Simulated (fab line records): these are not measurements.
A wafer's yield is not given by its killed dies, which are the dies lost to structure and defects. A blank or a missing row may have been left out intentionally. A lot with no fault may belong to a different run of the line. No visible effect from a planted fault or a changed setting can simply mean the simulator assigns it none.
What tool caused it? + flow sky130 + Sampling: 24 lots, 72 wafers, 6 of 708 route steps

## WHAT EACH GAUGE READ, for each wafer
SKY_SONOS_TUNNEL_OVL_MEAS_08.
| lot  | measured     | on         | SONOS_TUNNEL_OVL (nm) |
|------|--------------|------------|-----------------------|
| L074 | day 11 00:28 | overlay-02 | 0.9 -4.1 -2.8         |
| L075 | day 11 07:13 | overlay-01 | 0.9 -0.5 0.4          |
| L076 | day 12 05:08 | overlay-01 | -0.5 -2.6 -0.5        |
| L077 | day 12 18:41 | overlay-01 | 1.5 -0.2 -2.4         |
| L078 | day 14 02:22 | overlay-01 | -3.5 -1.1 -1.9        |
| L079 | day 14 02:47 | overlay-01 | 0.6 0.4 -0.8          |
| L080 | day 14 12:35 | overlay-01 | -1.7 -0.4 -0.9        |
| L082 | day 14 15:46 | overlay-01 | 0.8 -0.4 -0.8         |
| L081 | day 14 16:04 | overlay-01 | -0.4 0.7 -0.8         |
| L084 | day 14 16:59 | overlay-02 | -0.1 -1.2 -0.5        |
| L083 | day 14 17:53 | overlay-02 | 0.3 -1.2 -2.0         |
| L085 | day 14 23:20 | overlay-01 | -4.7 -2.3 -3.7        |
| L086 | day 15 18:57 | overlay-01 | -0.4 -1.7 -1.4        |
| L087 | day 15 19:31 | overlay-01 | -1.7 -1.4 -2.9        |
| L089 | day 17 02:38 | overlay-01 | -1.7 -4.2 -3.4        |
| L090 | day 17 03:35 | overlay-02 | 0.2 -0.2 1.2          |
| L088 | day 17 04:34 | overlay-01 | -0.8 -1.3 -0.9        |
| L092 | day 17 20:22 | overlay-01 | -1.6 -0.3 -0.8        |
| L091 | day 17 23:20 | overlay-02 | -1.2 -0.1 -1.4        |
| L093 | day 18 06:25 | overlay-02 | 0.3 -0.1 -0.2         |
| L094 | day 18 07:20 | overlay-01 | 0.4 -0.3 0.5          |
| L095 | day 18 14:43 | overlay-01 | -1.8 -1.9 1.8         |
| L096 | day 18 18:19 | overlay-02 | -2.6 -0.9 -3.1        |
| L097 | day 19 00:30 | overlay-01 | 0.6 -1.1 -1.5         |

SKY_CONTACT_THK_MEAS_03.
| lot  | measured     | on            | CONTACT_HDPCVD_THK (nm) |
|------|--------------|---------------|-------------------------|
| L074 | day 29 22:26 | film-metro-04 | 570 562 570             |
| L075 | day 30 00:47 | film-metro-02 | 564 573 555             |
| L076 | day 31 04:16 | film-metro-03 | 566 559 552             |
| L077 | day 31 17:54 | film-metro-03 | 557 564 560             |
| L078 | day 33 02:34 | film-metro-02 | 557 562 551             |
| L079 | day 33 04:25 | film-metro-02 | 557 575 575             |
| L080 | day 33 13:07 | film-metro-04 | 566 565 566             |
| L082 | day 33 18:53 | film-metro-04 | 561 560 564             |
| L081 | day 33 20:53 | film-metro-04 | 570 567 568             |
| L084 | day 33 23:22 | film-metro-04 | 569 566 561             |
| L083 | day 33 23:01 | film-metro-04 | 566 583 568             |
| L085 | day 34 00:10 | film-metro-04 | 568 575 555             |
| L086 | day 35 04:59 | film-metro-02 | 558 566 565             |
| L087 | day 35 02:26 | film-metro-02 | 561 567 561             |
| L089 | day 36 05:37 | film-metro-04 | 556 562 553             |
| L090 | day 36 03:07 | film-metro-03 | 565 563 572             |
| L088 | day 36 05:21 | film-metro-04 | 566 565 568             |
| L092 | day 36 16:02 | film-metro-04 | 561 566 562             |
| L091 | day 36 17:04 | film-metro-02 | 571 573 571             |
| L093 | day 37 00:47 | film-metro-02 | 565 566 574             |
| L094 | day 37 01:42 | film-metro-04 | 566 568 562             |
| L095 | day 37 16:06 | film-metro-02 | 562 557 558             |
| L096 | day 37 11:08 | film-metro-04 | 562 564 558             |
| L097 | day 37 20:07 | film-metro-03 | 569 568 563             |

SKY_VIA1_THK_MEAS_23: measures by xrf.
| lot  | measured     | on            | VIA1_W_THK (nm) |
|------|--------------|---------------|-----------------|
| L074 | day 33 12:17 | film-metro-03 | 270 268 270     |
| L075 | day 33 14:25 | film-metro-02 | 268 268 270     |
| L076 | day 34 16:24 | film-metro-01 | 273 274 275     |
| L077 | day 35 06:23 | film-metro-03 | 266 264 263     |
| L078 | day 36 15:24 | film-metro-02 | 268 267 264     |
| L079 | day 36 16:24 | film-metro-01 | 268 271 268     |
| L080 | day 37 00:11 | film-metro-02 | 266 263 259     |
| L082 | day 37 08:08 | film-metro-02 | 264 264 261     |
| L081 | day 37 09:37 | film-metro-03 | 262 268 265     |
| L084 | day 37 11:28 | film-metro-03 | 271 269 272     |
| L083 | day 37 09:58 | film-metro-03 | 265 268 266     |
| L085 | day 37 12:35 | film-metro-01 | 270 270 268     |
| L086 | day 38 16:51 | film-metro-02 | 268 269 267     |
| L087 | day 38 13:37 | film-metro-01 | 268 268 267     |
| L089 | day 39 15:50 | film-metro-01 | 266 271 270     |
| L090 | day 39 11:58 | film-metro-02 | 269 266 269     |
| L088 | day 39 14:28 | film-metro-01 | 264 270 267     |
| L092 | day 40 01:34 | film-metro-02 | 272 267 268     |
| L091 | day 40 01:52 | film-metro-02 | 267 268 269     |
| L093 | day 40 07:52 | film-metro-02 | 266 268 264     |
| L094 | day 40 10:22 | film-metro-03 | 263 271 266     |
| L095 | day 40 23:41 | film-metro-03 | 264 270 267     |
| L096 | day 40 18:25 | film-metro-03 | 265 263 262     |
| L097 | day 41 02:50 | film-metro-03 | 269 265 271     |

SKY_VIA2_THK_MEAS_01.
| lot  | measured     | on            | VIA2_HDPCVD_THK (nm) |
|------|--------------|---------------|----------------------|
| L074 | day 34 16:25 | film-metro-02 | 1201 1186 1199       |
| L075 | day 34 19:32 | film-metro-04 | 1188 1179 1187       |
| L076 | day 35 20:25 | film-metro-02 | 1175 1157 1181       |
| L077 | day 36 10:46 | film-metro-04 | 1174 1189 1175       |
| L078 | day 37 19:06 | film-metro-02 | 1182 1178 1192       |
| L079 | day 37 20:54 | film-metro-02 | 1199 1195 1199       |
| L080 | day 38 03:45 | film-metro-04 | 1186 1192 1169       |
| L082 | day 38 10:43 | film-metro-03 | 1196 1211 1194       |
| L081 | day 38 12:52 | film-metro-02 | 1180 1195 1189       |
| L084 | day 38 14:42 | film-metro-04 | 1195 1191 1188       |
| L083 | day 38 13:13 | film-metro-04 | 1161 1172 1186       |
| L085 | day 38 16:13 | film-metro-03 | 1163 1181 1169       |
| L086 | day 39 19:43 | film-metro-03 | 1198 1179 1177       |
| L087 | day 39 16:31 | film-metro-02 | 1158 1172 1175       |
| L089 | day 40 17:24 | film-metro-04 | 1173 1172 1164       |
| L090 | day 40 14:08 | film-metro-04 | 1154 1174 1180       |
| L088 | day 40 16:10 | film-metro-02 | 1172 1188 1203       |
| L092 | day 41 03:08 | film-metro-04 | 1188 1177 1184       |
| L091 | day 41 03:59 | film-metro-02 | 1173 1187 1174       |
| L093 | day 41 09:47 | film-metro-04 | 1177 1162 1176       |
| L094 | day 41 12:21 | film-metro-04 | 1194 1171 1192       |
| L095 | day 42 00:51 | film-metro-04 | 1166 1176 1167       |
| L096 | day 41 19:58 | film-metro-02 | 1165 1174 1161       |
| L097 | day 42 05:50 | film-metro-02 | 1195 1178 1177       |

SKY_VIA3_OVL_MEAS_13.
| lot  | measured     | on         | VIA3_OVL (nm) |
|------|--------------|------------|---------------|
| L074 | day 39 04:19 | overlay-01 | -3 -2 -1      |
| L075 | day 39 08:05 | overlay-02 | 6 -1 6        |
| L076 | day 40 06:49 | overlay-02 | -2 1 5        |
| L077 | day 40 19:42 | overlay-02 | -6 -4 -4      |
| L078 | day 42 01:26 | overlay-01 | 2 0 -3        |
| L079 | day 42 04:58 | overlay-02 | -3 1 -2       |
| L080 | day 42 09:52 | overlay-02 | 8 6 7         |
| L082 | day 42 13:55 | overlay-02 | -3 -2 -5      |
| L081 | day 42 17:34 | overlay-01 | 3 9 10        |
| L084 | day 42 19:04 | overlay-01 | 8 4 1         |
| L083 | day 42 18:11 | overlay-01 | 8 -2 2        |
| L085 | day 42 20:05 | overlay-02 | 2 -3 1        |
| L086 | day 43 21:05 | overlay-01 | -1 1 4        |
| L087 | day 43 17:04 | overlay-02 | -3 -3 -3      |
| L089 | day 44 15:46 | overlay-01 | 1 11 4        |
| L090 | day 44 15:04 | overlay-02 | -1 0 4        |
| L088 | day 44 15:25 | overlay-01 | 3 3 -1        |
| L092 | day 45 02:13 | overlay-01 | -1 8 4        |
| L091 | day 45 04:19 | overlay-02 | 2 -3 6        |
| L093 | day 45 07:37 | overlay-02 | 0 7 9         |
| L094 | day 45 09:22 | overlay-01 | -1 -6 -3      |
| L095 | day 45 21:11 | overlay-02 | 2 7 2         |
| L096 | day 45 19:52 | overlay-02 | -1 0 1        |
| L097 | day 46 01:37 | overlay-01 | -5 -1 -5      |

## TOOL THAT RAN EACH LOT (tool first, then ch and the chambers of the sampled wafers, then the start)
| lot  | SKY_VT_ADJUST_NCORE_STRIP_10         |
|------|--------------------------------------|
| L074 | plasma-asher-02 ch 0,1, day 8 06:34  |
| L075 | plasma-asher-02 ch 0,1, day 8 13:54  |
| L076 | plasma-asher-04 ch 0,1, day 9 08:52  |
| L077 | plasma-asher-02 ch 0,1, day 9 22:50  |
| L078 | plasma-asher-01 ch 0,1, day 11 00:34 |
| L079 | plasma-asher-04 ch 0,1, day 11 00:45 |
| L080 | plasma-asher-01 ch 0,1, day 11 10:01 |
| L082 | plasma-asher-01 ch 0,1, day 11 10:58 |
| L081 | plasma-asher-02 ch 0,1, day 11 11:55 |
| L084 | plasma-asher-04 ch 0,1, day 11 13:57 |
| L083 | plasma-asher-02 ch 0,1, day 11 14:15 |
| L085 | plasma-asher-04 ch 0,1, day 11 19:25 |
| L086 | plasma-asher-02 ch 0,1, day 12 12:55 |
| L087 | plasma-asher-01 ch 0,1, day 12 13:11 |
| L089 | plasma-asher-04 ch 0,1, day 13 17:33 |
| L090 | plasma-asher-01 ch 0,1, day 13 17:44 |
| L088 | plasma-asher-01 ch 0, day 13 19:22   |
| L092 | plasma-asher-02 ch 0,1, day 14 10:25 |
| L091 | plasma-asher-02 ch 0,1, day 14 12:35 |
| L093 | plasma-asher-02 ch 0,1, day 14 18:28 |
| L094 | plasma-asher-01 ch 0,1, day 14 18:53 |
| L095 | plasma-asher-02 ch 0,1, day 15 02:34 |
| L096 | plasma-asher-04 ch 0,1, day 15 05:11 |
| L097 | plasma-asher-04 ch 0,1, day 15 11:21 |
- SKY_VT_ADJUST_NCORE_STRIP_10: strips in O2/N2.

## AS READ BY THE TOOLS THEMSELVES (means over the sampled wafers that have a number; for cases with no such wafer, the mark the record gives instead)
SKY_VT_ADJUST_NCORE_STRIP_10.
| lot  | tool            | drypump-motor-current-A (A) | oes-product-au (a.u.) | strip-time-to-endpoint-s (s) |
|------|-----------------|-----------------------------|-----------------------|------------------------------|
| L074 | plasma-asher-02 | 5.7                         | 0.719                 | 13.98                        |
| L075 | plasma-asher-02 | 5.7                         | 0.716                 | 14.07                        |
| L076 | plasma-asher-04 | 5.8                         | 0.713                 | 14.09                        |
| L077 | plasma-asher-02 | 5.2                         | 0.714                 | 14.05                        |
| L078 | plasma-asher-01 | 5.4                         | 0.718                 | 14.07                        |
| L079 | plasma-asher-04 | 5.7                         | 0.711                 | 14.07                        |
| L080 | plasma-asher-01 | 5.4                         | 0.711                 | 14.02                        |
| L082 | plasma-asher-01 | 5.4                         | 0.715                 | 14.08                        |
| L081 | plasma-asher-02 | 5.2                         | 0.717                 | 14.05                        |
| L084 | plasma-asher-04 | 5.8                         | 0.715                 | 14.08                        |
| L083 | plasma-asher-02 | 5.2                         | 0.717                 | 14.06                        |
| L085 | plasma-asher-04 | 5.7                         | 0.711                 | 14.01                        |
| L086 | plasma-asher-02 | 5.7                         | 0.717                 | 14.03                        |
| L087 | plasma-asher-01 | 5.4                         | 0.714                 | 14.10                        |
| L089 | plasma-asher-04 | 5.7                         | 0.714                 | 14.05                        |
| L090 | plasma-asher-01 | 5.4                         | 0.718                 | 14.04                        |
| L088 | plasma-asher-01 | 5.3                         | 0.715                 | 14.10                        |
| L092 | plasma-asher-02 | 5.7                         | 0.711                 | 14.06                        |
| L091 | plasma-asher-02 | 5.2                         | 0.715                 | 14.03                        |
| L093 | plasma-asher-02 | 5.7                         | 0.713                 | 14.03                        |
| L094 | plasma-asher-01 | 5.4                         | 0.715                 | 13.99                        |
| L095 | plasma-asher-02 | 5.2                         | 0.716                 | 14.06                        |
| L096 | plasma-asher-04 | 5.8                         | 0.716                 | 14.01                        |
| L097 | plasma-asher-04 | 5.8                         | 0.719                 | 14.06                        |

## THE ANSWER, worked out from the rows above alone
Rule: usual is defined by the lots themselves. Put in order of their means at a reading, lots are off if they are a third of the lots or fewer, leave a main group of 4 or more, and stand apart from it by a gap of 3 or more times the standard deviation of the main group's means; of several such gaps the widest counts. If all means in a main group match to the digits the tables above print for the reading, that group is not used. Also off: a lot with no number at a reading for which 4 or more lots have one. All remaining lots with rows at the step are treated as sound. Order of review: gauges by route order, followed by the tools' own readings, for which a lot's mean as printed above is used. At the first step where some lot is off, the reading lying furthest off is the one used; lots without a number count as furthest.
No lot is off at any reading shown: from this, nothing can be told.

## WHAT THE SIMULATOR PUT IN
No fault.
